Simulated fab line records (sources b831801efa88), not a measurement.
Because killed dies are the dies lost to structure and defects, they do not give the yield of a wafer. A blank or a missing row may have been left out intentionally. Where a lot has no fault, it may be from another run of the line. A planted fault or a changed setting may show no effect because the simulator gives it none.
fab line records	flow gf180mcu
record lots=24	wafers=72	last-day=34
route steps=602 shown NSD@247 M1@316 M3@426 V3@443 M4@460
lots that met no fault: taken from a fault-free run of the same line
start-h: hours from the record's opening day to when the first of the lot's shown wafers began	wait-h: hours since the lot's step before	" repeats the value in the row above	L1.1+2: a single row standing in for several wafers	- no value, or no start given	* or withheld: withheld	< > ~ a bound
route shown NAME@n: NAME is a module with steps in the file, n the number in the route of the first one	usual: mean and standard deviation over wafers with no fault	same: alike in all rows	chamber/n: place in a boat	sites: each site's reading	_std_site: how widely they spread, as a standard deviation	_edge_site: inner sites' mean taken away from outer sites' mean	radius-mm: for every site, how far away it sits from the centre of the wafer	mask NAME#n: copy n	behind: tool/chamber where the wafer was last shaped	hold: why the lot went on hold/how many hours it stayed there/how the hold came to an end	device: names the non-switching transistor (n, p or np)	end of line: tests run on the same wafers once the route is complete	a step with no rows: only its recipe	killed: the dies lost at the first sort to structure and to defects; this is not the yield of the wafer	map: shows each die of a wafer: x if killed, . if not, _ if none is there
set.NAME: the setting as run; set.NAME@STEP: as run at that earlier step	model.NAME: the simulator's own value behind a step, which no gauge read
one table for each step of the route and one row for each wafer, over a sample of lots
services: when a tool's chamber went out of use (start-h, in hours from the record's first day, below 0 if earlier), for how many hours, and the reason
## steps
# step GF_NSD_TW_MEAS_12
# usual NSD_TW=4245/49
lot.wafer	tool	chamber	start-h	wait-h	NSD_TW
L074.2	film-metro-03	-	294.42	0.1	4250
L074.3	"	-	"	"	4244
L074.5	"	-	"	"	4251
L075.1	film-metro-04	-	300.01	0.1	4162
L075.2	"	-	"	"	4163
L075.5	"	-	"	"	4154
L076.2	film-metro-03	-	316.22	0.1	4266
L076.5	"	-	"	"	4270
L076.6	"	-	"	"	4233
L077.2	film-metro-03	-	323.42	0.1	4260
L077.3	"	-	"	"	4245
L077.5	"	-	"	"	4240
L078.1	film-metro-01	-	327.78	0.1	4274
L078.3	"	-	"	"	4267
L078.4	"	-	"	"	4270
L079.1	film-metro-03	-	335.46	0.1	4245
L079.3	"	-	"	"	4240
L079.4	"	-	"	"	4230
L080.1	film-metro-04	-	342.36	0.1	4206
L080.2	"	-	"	"	4197
L080.4	"	-	"	"	4208
L081.2	film-metro-01	-	354.47	0.1	4266
L081.4	"	-	"	"	4263
L081.6	"	-	"	"	4243
L082.2	film-metro-03	-	359.54	0.1	4273
L082.5	"	-	"	"	4263
L082.6	"	-	"	"	4273
L083.1	film-metro-03	-	372.01	0.1	4240
L083.4	"	-	"	"	4246
L083.6	"	-	"	"	4225
L084.1	film-metro-03	-	382.51	0.1	4234
L084.3	"	-	"	"	4247
L084.4	"	-	"	"	4256
L085.1	film-metro-04	-	391.33	0.1	4195
L085.2	"	-	"	"	4199
L085.3	"	-	"	"	4174
L086.1	film-metro-03	-	402.63	0.1	4242
L086.4	"	-	"	"	4274
L086.5	"	-	"	"	4274
L087.3	film-metro-04	-	411.28	0.1	4180
L087.5	"	-	"	"	4157
L087.6	"	-	"	"	4186
L088.1	film-metro-01	-	421.56	0.1	4303
L088.4	"	-	"	"	4291
L088.6	"	-	"	"	4275
L089.4	film-metro-03	-	424.19	0.1	4243
L089.5	"	-	"	"	4250
L089.6	"	-	"	"	4227
L090.1	film-metro-03	-	436.33	0.1	4263
L090.2	"	-	"	"	4280
L090.5	"	-	"	"	4283
L091.3	film-metro-01	-	445.88	0.1	4316
L091.4	"	-	"	"	4325
L091.6	"	-	"	"	4295
L092.1	film-metro-03	-	450.01	0.1	4290
L092.2	"	-	"	"	4288
L092.6	"	-	"	"	4301
L093.1	film-metro-01	-	455.21	0.1	4310
L093.4	"	-	"	"	4282
L093.5	"	-	"	"	4349
L094.1	film-metro-04	-	464.18	0.1	4162
L094.3	"	-	"	"	4161
L094.4	"	-	"	"	4174
L095.3	film-metro-04	-	468.83	0.1	4207
L095.4	"	-	"	"	4202
L095.5	"	-	"	"	4185
L096.1	film-metro-01	-	475.88	0.1	4324
L096.2	"	-	"	"	4320
L096.4	"	-	"	"	4302
L097.1	film-metro-04	-	489.71	0.1	4173
L097.4	"	-	"	"	4165
L097.6	"	-	"	"	4176
# step GF_M1_SPUTTER_01
# recipe material=TiN	target-thk-nm=30	power-w=6500	time-s=25	chamber-pressure-pa=0.4
# usual throttle-valve-pct=30.4/1
lot.wafer	tool	chamber	start-h	wait-h	throttle-valve-pct
L074.2	pvd-sputter-02	-	361.50	0.1	29.6
L074.3	"	-	"	"	30.6
L074.5	"	-	"	"	29.4
L075.1	pvd-sputter-02	-	367.28	0.1	29.2
L075.2	"	-	"	"	31.2
L075.5	"	-	"	"	29.5
L076.2	pvd-sputter-04	-	385.44	0.1	31.4
L076.5	"	-	"	"	29.5
L076.6	"	-	"	"	29.1
L077.2	pvd-sputter-04	-	392.55	0.1	29.5
L077.3	"	-	"	"	30.6
L077.5	"	-	"	"	29.0
L078.1	pvd-sputter-04	-	397.30	0.1	29.4
L078.3	"	-	"	"	29.0
L078.4	"	-	"	"	30.4
L079.1	pvd-sputter-02	-	406.60	0.1	29.5
L079.3	"	-	"	"	31.4
L079.4	"	-	"	"	30.6
L080.1	pvd-sputter-02	-	412.88	0.1	30.8
L080.2	"	-	"	"	31.3
L080.4	"	-	"	"	31.3
L081.2	pvd-sputter-04	-	426.00	0.1	30.5
L081.4	"	-	"	"	31.2
L081.6	"	-	"	"	30.7
L082.2	pvd-sputter-02	-	432.15	0.1	31.1
L082.5	"	-	"	"	29.4
L082.6	"	-	"	"	31.4
L083.1	pvd-sputter-04	-	445.20	0.1	29.2
L083.4	"	-	"	"	31.3
L083.6	"	-	"	"	31.1
L084.1	pvd-sputter-02	-	456.25	0.1	30.7
L084.3	"	-	"	"	31.4
L084.4	"	-	"	"	29.4
L085.1	pvd-sputter-04	-	466.33	0.1	30.7
L085.2	"	-	"	"	29.2
L085.3	"	-	"	"	31.4
L086.1	pvd-sputter-04	-	478.12	0.1	29.2
L086.4	"	-	"	"	31.1
L086.5	"	-	"	"	29.2
L087.3	pvd-sputter-02	-	485.25	0.1	30.8
L087.5	"	-	"	"	31.2
L087.6	"	-	"	"	31.2
L088.1	pvd-sputter-04	-	497.58	0.1	29.3
L088.4	"	-	"	"	29.1
L088.6	"	-	"	"	29.2
L089.4	pvd-sputter-03	-	499.15	0.1	29.0
L089.5	"	-	"	"	32.5
L089.6	"	-	"	"	28.9
L090.1	pvd-sputter-02	-	511.44	0.1	31.0
L090.2	"	-	"	"	31.3
L090.5	"	-	"	"	31.3
L091.3	pvd-sputter-03	-	521.50	0.1	32.3
L091.4	"	-	"	"	30.8
L091.6	"	-	"	"	29.8
L092.1	pvd-sputter-03	-	524.91	0.1	32.7
L092.2	"	-	"	"	30.8
L092.6	"	-	"	"	28.9
L093.1	pvd-sputter-03	-	528.82	0.1	30.8
L093.4	"	-	"	"	32.6
L093.5	"	-	"	"	29.1
L094.1	pvd-sputter-04	-	538.62	0.1	31.5
L094.3	"	-	"	"	29.1
L094.4	"	-	"	"	29.2
L095.3	pvd-sputter-02	-	541.30	0.1	31.0
L095.4	"	-	"	"	31.3
L095.5	"	-	"	"	29.2
L096.1	pvd-sputter-04	-	549.60	0.1	29.2
L096.2	"	-	"	"	29.0
L096.4	"	-	"	"	30.3
L097.1	pvd-sputter-04	-	561.06	0.1	29.2
L097.4	"	-	"	"	29.1
L097.6	"	-	"	"	29.0
# step GF_M3_STRIP_17
# recipe chemistry=O2/N2	power-w=1400	pressure-mtorr=1500	platen-temp-c=250	o2-flow-sccm=3000	n2-flow-sccm=300	overash-fraction=0.5
# usual drypump-motor-current-A=5.55/0.29	heater-power-w=324/28	oes-product-au=0.538/0.0053	strip-time-to-endpoint-s=7.41/0.049
lot.wafer	tool	chamber	start-h	wait-h	drypump-motor-current-A	heater-power-w	oes-product-au	rf-hours-counter-h	strip-time-to-endpoint-s
L074.2	plasma-asher-01	1	484.13	0.1	5.77	356	0.540	69	7.36
L074.3	"	1	"	"	5.79	359	0.544	-	7.49
L074.5	"	0	"	"	5.75	310	0.542	-	7.43
L075.1	plasma-asher-01	1	491.28	0.1	5.79	361	0.543	70	7.45
L075.2	"	0	"	"	5.79	305	0.538	70	7.42
L075.5	"	1	"	"	5.77	357	0.540	-	7.45
L076.2	plasma-asher-02	0	510.38	0.1	5.37	295	0.534	40	7.38
L076.5	"	1	"	"	5.17	317	0.538	-	7.33
L076.6	"	0	"	"	5.39	283	0.542	-	7.36
L077.2	plasma-asher-01	0	517.62	0.2	5.80	318	0.536	73	7.42
L077.3	"	1	"	"	5.76	367	0.545	-	7.47
L077.5	"	1	"	"	5.78	366	0.535	-	7.40
L078.1	plasma-asher-03	0	521.66	0.1	6.10	363	0.543	93	7.43
L078.3	"	1	"	"	5.26	337	0.543	-	7.45
L078.4	"	0	"	"	6.11	364	0.538	-	7.48
L079.1	plasma-asher-02	0	532.13	0.1	5.36	292	0.541	42	7.41
L079.3	"	1	"	"	5.17	310	0.534	-	7.39
L079.4	"	0	"	"	5.37	292	0.542	-	7.39
L080.1	plasma-asher-01	0	537.39	0.1	5.75	312	0.539	75	7.38
L080.2	"	1	"	"	5.79	362	0.533	75	7.43
L080.4	"	0	"	"	5.77	304	0.543	-	7.45
L081.2	plasma-asher-02	1	550.68	0.1	5.18	319	0.547	44	7.42
L081.4	"	0	"	"	5.38	284	0.536	-	7.37
L081.6	"	1	"	"	5.18	316	0.541	-	7.35
L082.2	plasma-asher-01	1	555.94	0.1	5.78	360	0.536	77	7.49
L082.5	"	0	"	"	5.77	314	0.534	-	7.40
L082.6	"	1	"	"	5.77	364	0.536	-	7.52
L083.1	plasma-asher-03	1	568.36	0.1	5.27	334	0.538	98	7.41
L083.4	"	0	"	"	6.10	358	0.533	-	7.39
L083.6	"	0	"	"	6.13	360	0.532	-	7.43
L084.1	plasma-asher-02	0	576.89	0.1	5.39	293	0.543	48	7.45
L084.3	"	1	"	"	5.16	317	0.537	-	7.45
L084.4	"	0	"	"	5.39	288	0.538	-	7.38
L085.1	plasma-asher-01	0	586.93	0.1	5.76	316	0.532	81	7.39
L085.2	"	1	"	"	5.78	377	0.534	81	7.34
L085.3	"	0	"	"	5.77	306	0.539	-	7.36
L086.1	plasma-asher-02	1	595.39	0.1	5.17	316	0.541	50	7.47
L086.4	"	1	"	"	5.17	311	0.535	-	7.44
L086.5	"	1	"	"	5.17	322	0.545	-	7.46
L087.3	plasma-asher-02	1	604.54	0.1	5.18	311	0.534	-	7.38
L087.5	"	1	"	"	5.17	310	0.529	-	7.37
L087.6	"	0	"	"	5.40	300	0.534	-	7.36
L088.1	plasma-asher-02	0	614.69	0.1	5.39	304	0.544	54	7.50
L088.4	"	1	"	"	5.16	319	0.544	-	7.53
L088.6	"	1	"	"	5.18	316	0.540	-	7.51
L089.4	plasma-asher-03	0	615.96	0.1	6.09	354	0.535	-	7.37
L089.5	"	0	"	"	6.08	354	0.536	-	7.36
L089.6	"	1	"	"	5.25	329	0.532	-	7.38
L090.1	plasma-asher-01	1	627.04	0.1	5.77	364	0.544	86	7.40
L090.2	"	0	"	"	5.79	308	0.528	86	7.31
L090.5	"	0	"	"	5.77	307	0.530	-	7.37
L091.3	plasma-asher-02	1	636.05	0.2	5.18	313	0.544	-	7.39
L091.4	"	0	"	"	5.39	295	0.536	-	7.46
L091.6	"	1	"	"	5.18	320	0.538	-	7.42
L092.1	plasma-asher-01	0	638.22	0.2	5.79	310	0.544	87	7.40
L092.2	"	1	"	"	5.74	364	0.545	87	7.46
L092.6	"	1	"	"	5.76	363	0.537	-	7.43
L093.1	plasma-asher-01	0	640.93	0.2	5.77	306	0.536	87	7.39
L093.4	"	0	"	"	5.78	314	0.530	-	7.41
L093.5	"	0	"	"	5.75	312	0.531	-	7.35
L094.1	plasma-asher-01	1	651.61	0.1	5.78	366	0.542	88	7.42
L094.3	"	0	"	"	5.76	309	0.531	-	7.41
L094.4	"	1	"	"	5.75	368	0.540	-	7.39
L095.3	plasma-asher-01	1	653.94	0.1	5.77	356	0.542	-	7.42
L095.4	"	0	"	"	5.74	312	0.538	-	7.40
L095.5	"	1	"	"	5.76	361	0.545	-	7.42
L096.1	plasma-asher-02	1	661.14	0.1	5.18	315	0.536	59	7.32
L096.2	"	0	"	"	5.40	291	0.531	59	7.36
L096.4	"	0	"	"	5.39	288	0.537	-	7.42
L097.1	plasma-asher-02	1	670.54	0.1	5.16	319	0.530	60	7.37
L097.4	"	0	"	"	5.38	290	0.551	-	7.45
L097.6	"	1	"	"	5.14	308	0.537	-	7.34
# step GF_V3_CD_MEAS_14
# recipe target-cd-nm=260
# usual cd-nm=260.1/1.1
lot.wafer	tool	chamber	start-h	wait-h	cd-nm
L074.2	cd-sem-01	-	508.97	0.1	259.6
L074.3	"	-	"	"	259.7
L074.5	"	-	"	"	259.3
L075.1	cd-sem-02	-	515.40	0.1	261.0
L075.2	"	-	"	"	260.3
L075.5	"	-	"	"	261.0
L076.2	cd-sem-01	-	541.22	0.1	260.6
L076.5	"	-	"	"	260.6
L076.6	"	-	"	"	259.2
L077.2	cd-sem-02	-	541.57	0.1	258.5
L077.3	"	-	"	"	260.1
L077.5	"	-	"	"	259.5
L078.1	cd-sem-01	-	546.00	0.1	259.3
L078.3	"	-	"	"	258.7
L078.4	"	-	"	"	259.4
L079.1	cd-sem-02	-	556.20	0.1	261.1
L079.3	"	-	"	"	261.5
L079.4	"	-	"	"	261.5
L080.1	cd-sem-02	-	562.44	1.7	256.6
L080.2	"	-	"	"	257.6
L080.4	"	-	"	"	258.2
L081.2	cd-sem-02	-	572.81	0.2	261.4
L081.4	"	-	"	"	262.0
L081.6	"	-	"	"	261.8
L082.2	cd-sem-02	-	578.82	0.1	260.8
L082.5	"	-	"	"	258.6
L082.6	"	-	"	"	260.0
L083.1	cd-sem-02	-	591.16	0.2	260.9
L083.4	"	-	"	"	259.7
L083.6	"	-	"	"	259.5
L084.1	cd-sem-02	-	599.20	0.1	258.5
L084.3	"	-	"	"	259.7
L084.4	"	-	"	"	260.1
L085.1	cd-sem-02	-	609.69	0.3	259.3
L085.2	"	-	"	"	260.3
L085.3	"	-	"	"	259.3
L086.1	cd-sem-02	-	617.79	0.2	259.4
L086.4	"	-	"	"	259.5
L086.5	"	-	"	"	259.7
L087.3	cd-sem-02	-	626.34	0.1	259.3
L087.5	"	-	"	"	260.9
L087.6	"	-	"	"	260.0
L088.1	cd-sem-02	-	635.75	0.1	261.8
L088.4	"	-	"	"	260.6
L088.6	"	-	"	"	262.0
L089.4	cd-sem-02	-	637.51	0.1	258.8
L089.5	"	-	"	"	258.8
L089.6	"	-	"	"	259.1
L090.1	cd-sem-02	-	648.30	0.1	262.0
L090.2	"	-	"	"	261.6
L090.5	"	-	"	"	263.0
L091.3	cd-sem-01	-	656.14	0.1	261.3
L091.4	"	-	"	"	259.8
L091.6	"	-	"	"	258.9
L092.1	cd-sem-02	-	659.05	0.1	259.0
L092.2	"	-	"	"	259.5
L092.6	"	-	"	"	260.3
L093.1	cd-sem-01	-	662.10	0.1	260.3
L093.4	"	-	"	"	259.3
L093.5	"	-	"	"	258.5
L094.1	cd-sem-01	-	672.40	0.1	259.5
L094.3	"	-	"	"	259.6
L094.4	"	-	"	"	262.0
L095.3	cd-sem-02	-	674.29	0.1	260.2
L095.4	"	-	"	"	261.0
L095.5	"	-	"	"	260.4
L096.1	cd-sem-02	-	681.90	0.1	259.9
L096.2	"	-	"	"	260.4
L096.4	"	-	"	"	260.3
L097.1	cd-sem-02	-	690.95	0.1	259.4
L097.4	"	-	"	"	259.5
L097.6	"	-	"	"	260.2
# step GF_V3_STRIP_18
# recipe chemistry=O2/N2	power-w=1400	pressure-mtorr=1500	platen-temp-c=250	o2-flow-sccm=3000	n2-flow-sccm=300	overash-fraction=0.5
# usual drypump-motor-current-A=5.8/0.39	heater-power-w=323/22	oes-product-au=0.592/0.0048
lot.wafer	tool	chamber	start-h	wait-h	drypump-motor-current-A	heater-power-w	oes-product-au	rf-hours-counter-h
L074.2	plasma-asher-04	0	509.24	-	6.2	336	0.591	7
L074.3	"	0	"	"	6.2	327	0.593	-
L074.5	"	1	"	"	6.2	323	0.591	-
L075.1	plasma-asher-01	0	515.69	-	5.7	305	0.598	73
L075.2	"	1	"	"	5.8	369	0.583	73
L075.5	"	0	"	"	5.8	305	0.592	-
L076.2	plasma-asher-04	0	541.49	-	6.3	335	0.592	10
L076.5	"	1	"	"	6.2	325	0.598	-
L076.6	"	0	"	"	6.2	340	0.592	-
L077.2	plasma-asher-02	0	541.84	-	5.4	291	0.599	43
L077.3	"	0	"	"	5.4	291	0.587	-
L077.5	"	1	"	"	5.2	326	0.596	-
L078.1	plasma-asher-04	1	546.29	-	6.2	328	0.593	11
L078.3	"	1	"	"	6.2	322	0.598	-
L078.4	"	0	"	"	6.2	335	0.589	-
L079.1	plasma-asher-04	0	556.49	-	6.2	326	0.599	12
L079.3	"	1	"	"	6.2	317	0.588	-
L079.4	"	0	"	"	6.2	328	0.593	-
L080.1	plasma-asher-02	0	562.73	-	5.4	300	0.592	45
L080.2	"	1	"	"	5.2	316	0.588	45
L080.4	"	0	"	"	5.4	293	0.598	-
L081.2	plasma-asher-04	1	573.08	-	6.2	322	0.598	13
L081.4	"	0	"	"	6.2	323	0.589	-
L081.6	"	1	"	"	6.2	313	0.599	-
L082.2	plasma-asher-01	0	579.09	-	5.8	311	0.606	80
L082.5	"	1	"	"	5.8	360	0.594	-
L082.6	"	0	"	"	5.8	305	0.588	-
L083.1	plasma-asher-04	0	591.45	-	6.2	340	0.589	16
L083.4	"	0	"	"	6.2	325	0.590	-
L083.6	"	0	"	"	6.2	332	0.596	-
L084.1	plasma-asher-02	0	599.48	-	5.4	287	0.590	51
L084.3	"	0	"	"	5.4	289	0.596	-
L084.4	"	1	"	"	5.2	316	0.597	-
L085.1	plasma-asher-02	0	609.97	-	5.4	289	0.588	53
L085.2	"	1	"	"	5.2	315	0.590	53
L085.3	"	0	"	"	5.4	296	0.589	-
L086.1	plasma-asher-01	0	618.08	-	5.8	307	0.594	85
L086.4	"	1	"	"	5.8	368	0.596	-
L086.5	"	1	"	"	5.8	361	0.596	-
L087.3	plasma-asher-02	1	626.62	-	5.2	315	0.583	-
L087.5	"	1	"	"	5.2	311	0.589	-
L087.6	"	0	"	"	5.4	286	0.597	-
L088.1	plasma-asher-01	0	636.03	-	5.8	307	0.595	87
L088.4	"	1	"	"	5.8	360	0.588	-
L088.6	"	0	"	"	5.8	303	0.591	-
L089.4	plasma-asher-04	1	637.77	-	6.2	319	0.600	-
L089.5	"	1	"	"	6.2	320	0.592	-
L089.6	"	0	"	"	6.2	341	0.598	-
L090.1	plasma-asher-04	1	648.59	-	6.2	325	0.592	20
L090.2	"	0	"	"	6.2	321	0.588	20
L090.5	"	1	"	"	6.2	313	0.602	-
L091.3	plasma-asher-02	1	656.42	-	5.1	313	0.590	-
L091.4	"	0	"	"	5.4	293	0.596	-
L091.6	"	1	"	"	5.2	319	0.593	-
L092.1	plasma-asher-04	0	659.33	-	6.3	337	0.588	21
L092.2	"	1	"	"	6.2	318	0.594	21
L092.6	"	1	"	"	6.2	326	0.592	-
L093.1	plasma-asher-04	0	662.38	-	6.2	328	0.592	22
L093.4	"	1	"	"	6.2	318	0.586	-
L093.5	"	1	"	"	6.2	318	0.590	-
L094.1	plasma-asher-01	1	672.68	-	5.8	370	0.586	90
L094.3	"	1	"	"	5.8	364	0.593	-
L094.4	"	0	"	"	5.8	304	0.592	-
L095.3	plasma-asher-02	1	674.57	-	5.2	309	0.599	-
L095.4	"	0	"	"	5.4	286	0.588	-
L095.5	"	0	"	"	5.4	290	0.592	-
L096.1	plasma-asher-01	1	682.18	-	5.7	363	0.589	91
L096.2	"	0	"	"	5.8	315	0.592	91
L096.4	"	0	"	"	5.8	307	0.599	-
L097.1	plasma-asher-01	1	691.23	-	5.8	361	0.598	92
L097.4	"	0	"	"	5.7	306	0.585	-
L097.6	"	1	"	"	5.7	365	0.598	-
# step GF_M4_SPUTTER_04
# recipe material=TiN	target-thk-nm=50	power-w=6500	time-s=41.7	chamber-pressure-pa=0.4
# usual throttle-valve-pct=30.0/1.1
lot.wafer	tool	chamber	start-h	wait-h	throttle-valve-pct
L074.2	pvd-sputter-01	-	510.64	0.0	28.4
L074.3	"	-	"	"	28.2
L074.5	"	-	"	"	29.1
L075.1	pvd-sputter-02	-	517.12	0.0	29.5
L075.2	"	-	"	"	30.9
L075.5	"	-	"	"	29.6
L076.2	pvd-sputter-02	-	542.90	0.0	31.2
L076.5	"	-	"	"	29.4
L076.6	"	-	"	"	31.3
L077.2	pvd-sputter-04	-	543.24	0.0	28.7
L077.3	"	-	"	"	30.3
L077.5	"	-	"	"	29.2
L078.1	pvd-sputter-02	-	547.69	0.0	29.7
L078.3	"	-	"	"	31.1
L078.4	"	-	"	"	31.4
L079.1	pvd-sputter-02	-	557.93	0.0	31.3
L079.3	"	-	"	"	30.6
L079.4	"	-	"	"	29.4
L080.1	pvd-sputter-04	-	564.14	0.0	30.3
L080.2	"	-	"	"	31.0
L080.4	"	-	"	"	29.4
L081.2	pvd-sputter-04	-	574.66	0.0	31.1
L081.4	"	-	"	"	30.5
L081.6	"	-	"	"	29.2
L082.2	pvd-sputter-02	-	580.50	0.0	31.1
L082.5	"	-	"	"	31.2
L082.6	"	-	"	"	30.7
L083.1	pvd-sputter-04	-	592.85	0.0	29.1
L083.4	"	-	"	"	30.4
L083.6	"	-	"	"	29.3
L084.1	pvd-sputter-04	-	600.89	0.0	29.2
L084.3	"	-	"	"	31.4
L084.4	"	-	"	"	29.2
L085.1	pvd-sputter-02	-	611.38	0.0	29.3
L085.2	"	-	"	"	31.1
L085.3	"	-	"	"	30.9
L086.1	pvd-sputter-02	-	619.48	0.0	29.4
L086.4	"	-	"	"	30.6
L086.5	"	-	"	"	29.6
L087.3	pvd-sputter-01	-	627.99	0.0	31.7
L087.5	"	-	"	"	29.0
L087.6	"	-	"	"	28.5
L088.1	pvd-sputter-04	-	637.63	0.0	29.2
L088.4	"	-	"	"	30.4
L088.6	"	-	"	"	28.9
L089.4	pvd-sputter-01	-	639.21	0.0	31.3
L089.5	"	-	"	"	28.3
L089.6	"	-	"	"	29.2
L090.1	pvd-sputter-01	-	649.99	0.0	28.3
L090.2	"	-	"	"	31.1
L090.5	"	-	"	"	31.2
L091.3	pvd-sputter-02	-	657.79	0.0	30.8
L091.4	"	-	"	"	31.4
L091.6	"	-	"	"	31.1
L092.1	pvd-sputter-02	-	660.88	0.0	30.7
L092.2	"	-	"	"	31.4
L092.6	"	-	"	"	30.4
L093.1	pvd-sputter-02	-	663.94	0.0	31.0
L093.4	"	-	"	"	31.5
L093.5	"	-	"	"	31.0
L094.1	pvd-sputter-04	-	674.10	0.0	29.2
L094.3	"	-	"	"	28.9
L094.4	"	-	"	"	31.3
L095.3	pvd-sputter-01	-	675.98	0.0	28.7
L095.4	"	-	"	"	28.5
L095.5	"	-	"	"	28.5
L096.1	pvd-sputter-01	-	683.59	0.0	28.4
L096.2	"	-	"	"	31.5
L096.4	"	-	"	"	28.7
L097.1	pvd-sputter-01	-	692.71	0.0	28.3
L097.4	"	-	"	"	28.9
L097.6	"	-	"	"	31.5
## services
tool	chamber	start-h	hours	kind
pvd-sputter-03	-	366.71	6.5	repair
pvd-sputter-01	-	378.06	2.6	repair
pvd-sputter-04	-	406.74	17.9	repair
pvd-sputter-03	-	409.86	6.9	repair
pvd-sputter-01	-	414.42	2.7	repair
plasma-asher-04	-	421.25	9.0	pm
plasma-asher-04	-	431.29	1.4	repair
pvd-sputter-03	-	442.34	5.4	repair
plasma-asher-04	-	470.97	11.5	repair
pvd-sputter-04	-	480.66	2.1	repair
pvd-sputter-04	-	483.31	7.4	repair
plasma-asher-02	-	493.62	14.6	pm
pvd-sputter-04	-	517.86	4.6	repair
pvd-sputter-04	-	525.73	5.1	repair
plasma-asher-04	-	545.22	0.4	repair
plasma-asher-01	-	560.66	2.8	pm
pvd-sputter-03	-	566.69	96.2	repair
plasma-asher-04	-	568.22	2.8	repair
pvd-sputter-03	-	597.03	4.3	repair
plasma-asher-04	-	605.95	14.6	pm
plasma-asher-04	-	620.55	2.8	pm
pvd-sputter-01	-	657.45	7.0	repair
pvd-sputter-03	-	671.79	0.6	repair
pvd-sputter-04	-	672.83	0.7	repair
## key
fault none
